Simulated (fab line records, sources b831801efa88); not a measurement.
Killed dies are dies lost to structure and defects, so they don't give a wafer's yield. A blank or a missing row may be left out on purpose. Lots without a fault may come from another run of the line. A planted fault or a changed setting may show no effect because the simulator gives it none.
Which tool did it? | flow sky130 | 14 lots, 42 wafers sampled, at 4 steps of a route of 708

WHAT THE GAUGES READ, wafer by wafer
SKY_LI_CONTACT_RS_MEAS_22: measures by four-point-probe.
lot  | measured     | on            | LI_CONTACT_W_RS (ohm/sq)
L249 | day 30 12:32 | film_metro-04 | 0.2839 0.2848 0.2834
L248 | day 30 13:11 | film_metro-03 | 0.2839 0.2816 0.2839
L251 | day 30 19:47 | film_metro-04 | 0.2843 0.2843 0.2817
L252 | day 31 02:50 | film_metro-04 | 0.2865 0.2880 0.2851
L256 | day 32 10:11 | film_metro-02 | 0.2854 0.2810 0.2816
L257 | day 32 16:30 | film_metro-03 | 0.2833 0.2843 0.2845
L258 | day 33 11:00 | film_metro-03 | 0.2851 0.2863 0.2856
L259 | day 33 13:14 | film_metro-02 | 0.2835 0.2832 0.2841
L264 | day 34 22:13 | film_metro-02 | 0.2890 0.2852 0.2857
L267 | day 35 19:04 | film_metro-02 | 0.2798 0.2861 0.2835
L266 | day 35 19:18 | film_metro-04 | 0.2825 0.2829 0.2790
L269 | day 37 17:15 | film_metro-02 | 0.2854 0.2897 0.2858
L270 | day 37 18:23 | film_metro-02 | 0.2841 0.2807 0.2833
L268 | day 37 21:12 | film_metro-03 | 0.2851 0.2807 0.2860

SKY_CONTACT_BOW_MEAS_05.
lot  | measured     | on            | CONTACT_BOW (um)
L249 | day 31 18:11 | film_metro-01 | 80 91 82
L248 | day 31 18:55 | film_metro-01 | 86 78 82
L251 | day 32 00:47 | film_metro-01 | 93 87 88
L252 | day 32 08:49 | film_metro-04 | 84 68 78
L256 | day 33 15:33 | film_metro-03 | 90 78 91
L257 | day 33 21:25 | film_metro-01 | 80 70 84
L258 | day 34 15:55 | film_metro-01 | 86 83 87
L259 | day 34 17:41 | film_metro-01 | 84 89 92
L267 | day 36 22:37 | film_metro-04 | 72 79 68
L269 | day 38 20:57 | film_metro-04 | 88 80 71
L270 | day 38 21:54 | film_metro-04 | 81 75 89
L268 | day 39 01:04 | film_metro-04 | 93 86 79

WHICH TOOL RAN EACH LOT (tool, then ch and the chambers of the sampled wafers, then the start)
lot  | SKY_LOCAL_INTERCONNECT_METAL_ETCH_14 | SKY_LOCAL_INTERCONNECT_STRIP_15
L249 | rie_metal-02 ch 0,1, day 31 17:01    | plasma_asher-04 ch 1, day 31 17:04
L248 | rie_metal-04 ch 0,1, day 31 17:44    | plasma_asher-04 ch 0,1, day 31 17:47
L251 | rie_metal-04 ch 0,1, day 31 23:37    | plasma_asher-04 ch 0,1, day 31 23:40
L252 | rie_metal-02 ch 0,1, day 32 07:13    | plasma_asher-04 ch 0,1, day 32 07:16
L256 | rie_metal-02 ch 1, day 33 14:17      | plasma_asher-03 ch 0,1, day 33 14:22
L257 | rie_metal-02 ch 1, day 33 20:10      | plasma_asher-03 ch 0, day 33 20:15
L258 | rie_metal-04 ch 0, day 34 14:44      | plasma_asher-04 ch 0,1, day 34 14:47
L259 | rie_metal-04 ch 0,1, day 34 16:31    | plasma_asher-02 ch 0,1, day 34 16:34
L264 | rie_metal-04 ch 0,1, day 36 01:04    | plasma_asher-02 ch 0,1, day 36 01:08
L267 | rie_metal-02 ch 0,1, day 36 21:25    | plasma_asher-03 ch 0,1, day 36 21:29
L266 | rie_metal-04 ch 0,1, day 36 22:10    | plasma_asher-02 ch 0,1, day 36 22:14
L269 | rie_metal-01 ch 0, day 38 19:47      | plasma_asher-03 ch 1, day 38 19:50
L270 | rie_metal-02 ch 0,1, day 38 20:44    | plasma_asher-04 ch 0,1, day 38 20:47
L268 | rie_metal-02 ch 0,1, day 38 23:38    | plasma_asher-02 ch 0,1, day 38 23:41
- SKY_LOCAL_INTERCONNECT_METAL_ETCH_14: etches TiN in Cl2/BCl3, stops on PSG, target depth 110 nm, time 31.4 s.
- SKY_LOCAL_INTERCONNECT_STRIP_15: strips in O2/N2.

WHAT THE TOOLS THEMSELVES READ (means of the sampled wafers that have a number; where no wafer has one, the mark that the record gives instead)
SKY_LOCAL_INTERCONNECT_METAL_ETCH_14.
lot  | tool         | bias_w (W) | drypump_motor_current_A (A) | oes_product_au (a.u.) | throttle_valve_pct (%)
L249 | rie_metal-02 | 48.53      | 5.6                         | 0.940                 | 21.904
L248 | rie_metal-04 | 48.54      | 5.6                         | 0.938                 | 21.911
L251 | rie_metal-04 | 48.44      | 5.6                         | 0.953                 | 21.890
L252 | rie_metal-02 | 48.51      | 5.9                         | 0.932                 | 21.889
L256 | rie_metal-02 | 48.58      | 5.4                         | 0.948                 | 21.912
L257 | rie_metal-02 | 48.60      | 5.4                         | 0.944                 | 21.893
L258 | rie_metal-04 | 48.44      | 6.1                         | 0.939                 | 21.910
L259 | rie_metal-04 | 48.44      | 5.6                         | 0.938                 | 21.900
L264 | rie_metal-04 | 48.45      | 5.8                         | 0.899                 | 21.933
L267 | rie_metal-02 | 48.55      | 5.6                         | 0.935                 | 21.914
L266 | rie_metal-04 | 48.64      | 5.6                         | 0.895                 | 21.923
L269 | rie_metal-01 | 48.65      | 6.1                         | 0.942                 | 21.890
L270 | rie_metal-02 | 48.49      | 5.9                         | 0.942                 | 21.901
L268 | rie_metal-02 | 48.58      | 5.6                         | 0.940                 | 21.893

SKY_LOCAL_INTERCONNECT_STRIP_15.
lot  | tool            | drypump_motor_current_A (A) | n2_flow_sccm (sccm) | oes_product_au (a.u.) | strip_time_to_endpoint_s (s)
L249 | plasma_asher-04 | 5.8                         | 301.3               | 0.426                 | 4.677
L248 | plasma_asher-04 | 6.2                         | 300.1               | 0.422                 | 4.692
L251 | plasma_asher-04 | 6.2                         | 299.7               | 0.422                 | 4.684
L252 | plasma_asher-04 | 6.2                         | 300.7               | 0.427                 | 4.690
L256 | plasma_asher-03 | 5.8                         | 299.8               | 0.428                 | 4.686
L257 | plasma_asher-03 | 6.6                         | 299.8               | 0.426                 | 4.694
L258 | plasma_asher-04 | 6.0                         | 300.6               | 0.421                 | 4.689
L259 | plasma_asher-02 | 6.0                         | 299.9               | 0.428                 | 4.725
L264 | plasma_asher-02 | 6.0                         | 300.1               | 0.426                 | 4.773
L267 | plasma_asher-03 | 6.2                         | 299.2               | 0.423                 | 4.717
L266 | plasma_asher-02 | 6.0                         | 300.4               | 0.429                 | 4.786
L269 | plasma_asher-03 | 5.4                         | 299.0               | 0.425                 | 4.686
L270 | plasma_asher-04 | 6.2                         | 299.2               | 0.426                 | 4.705
L268 | plasma_asher-02 | 6.2                         | 300.1               | 0.428                 | 4.719

THE ANSWER, worked out from the rows above alone
Rule: what is usual is taken from the lots themselves. Put in order of their means at a reading, lots are off if they are a third of the lots or fewer, leave a main group of 4 or more, and stand apart from it by a gap of 3 or more times the standard deviation of the main group's means; of several such gaps the widest counts. A main group whose means are all the same, to the digits that the tables above print for the reading, isn't used. A lot without any number at a reading at which 4 lots or more have one is off too. The other lots that the step has rows for count as sound. The gauges are gone through in route order, then the tools' own readings, and for those a lot's mean is taken as printed above. The first step at which some lot is off is used, and at that step the reading that is off furthest; a lot without a number counts as furthest.
Off: L264, L266, at SKY_LOCAL_INTERCONNECT_METAL_ETCH_14 (oes_product_au). The main group: mean 0.941 a.u., standard deviation 0.0054.
A tool fits if, at that step or a process step before it, it ran every lot that is off, and no sound lot after the first of them. One fits: rie_metal-04 at SKY_LOCAL_INTERCONNECT_METAL_ETCH_14. Its last sound lot is L259 (day 34 16:31), its first lot that is off L264 (day 36 01:04): a fault that began between those two fits.
The tool's own readings at SKY_LOCAL_INTERCONNECT_METAL_ETCH_14 bear it out: on the lots that are off they differ by more than 5 times the standard deviation of the sound lots' means. oes_product_au reads 0.897 a.u. there against 0.941 a.u. on the sound lots.

WHAT THE SIMULATOR HAD PUT IN
Process parameter drift: rie_metal-04, from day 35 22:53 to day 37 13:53, at SKY_LOCAL_INTERCONNECT_METAL_ETCH_14. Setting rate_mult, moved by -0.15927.
Lots struck among those shown: L264, L266. The rule above found the same.
